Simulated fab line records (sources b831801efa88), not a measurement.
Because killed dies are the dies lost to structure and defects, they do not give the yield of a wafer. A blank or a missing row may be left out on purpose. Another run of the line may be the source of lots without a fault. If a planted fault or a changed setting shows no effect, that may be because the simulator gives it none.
Comparing a struck lot with a sound one || flow sky130 || 14 out of 708 route steps
Sound: wafers L912.2, L912.4, L912.5. Wafers L919.2, L919.4, L919.5 were the ones struck. The cause is given at the end.
Per side, at each step with rows, come the tool, then ch with its chambers, and then its first start. Under that, the readings that differ: sound wafers || struck wafers || difference of the means || sigmas: that difference in standard deviations of wafers without a fault.
alike: words and numbers the same on both sides, and readings whose means are apart by under 2 such deviations; not compared: readings that were withheld, readings missing a value for some wafer, numbers with overlapping values and no deviation given by the record, and bounds like >300 which may hide the same value.
The two part at a step that has a row with sigmas, a row that says differs or no value, or rows on one side only. Non-overlapping numbers with no deviation appear without sigmas and do not part them. A reading missing from all wafers of one side parts the sides only when that side holds two or more wafers.

SKY_CAP2M_METAL_ETCH_13: etches TiN in Cl2/BCl3, stops on SiO2, target depth 220 nm, time 62.9 s.
  sound on rie_metal-02 ch 0,1, day 42 02:37; struck on rie_metal-04 ch 0, day 44 02:29
  alike: drypump_motor_current_A, oes_product_au, throttle_valve_pct
  not compared: rf_hours_counter_h
SKY_CAP2M_STRIP_14: strips in O2/N2.
  sound on plasma_asher-04 ch 0,1, day 42 02:41; struck on plasma_asher-02 ch 0,1, day 44 02:34
  alike: drypump_motor_current_A, oes_product_au, strip_time_to_endpoint_s
  not compared: rf_hours_counter_h
then, 10 steps without rows for these wafers: SKY_CAP2M_STRIP_15 (strips in post etch residue remover, time 1200 s); SKY_CAP2M_CLEAN_16 (cleans in IPA, time 180 s); SKY_CAP2M_CLEAN_17 (cleans in O3/DIW); SKY_METAL4_DEHYDRATE_05 (time 60 s); SKY_METAL4_HMDS_06 (prime time 60 s); SKY_METAL4_COAT_07 (resist thk 60 nm); SKY_METAL4_COAT_08 (resist thk 1140 nm); SKY_METAL4_SOFTBAKE_09 (time 90 s); SKY_METAL4_EXPOSE_10 (exposes mask MM4, target cd 300 nm); SKY_METAL4_PEB_11.
SKY_METAL4_DEVELOP_12: develop time 60 s.
  sound on litho_track-04 ch 0, day 43 02:00; struck on litho_track-04, day 45 00:00
  no value came back on the struck wafers for chill_plate_temp_C (C), develop_time_s (s); on the sound wafers chill_plate_temp_C (C) reads 23.00 23.04 23.09
{"reading": "model.KrF-thick_of_METAL4_COAT_08.thk_nm (nm)", "sound": "1131 1130 1132", "struck": "1137 1137 1134", "difference": "+5", "sigmas": ""}
SKY_METAL4_CD_MEAS_13: target cd 300 nm.
  sound: cd_sem-01 at day 43 02:19; struck: cd_sem-02 at day 45 00:34
{"reading": "cd_nm (nm)", "sound": "299.6 300.4 300.3", "struck": "- - -", "difference": "no value on the struck wafers", "sigmas": ""}

WHERE THEY PART
Earliest at SKY_METAL4_DEVELOP_12; latest, in this record, at SKY_METAL4_CD_MEAS_13.

WHY: what the simulator had put in
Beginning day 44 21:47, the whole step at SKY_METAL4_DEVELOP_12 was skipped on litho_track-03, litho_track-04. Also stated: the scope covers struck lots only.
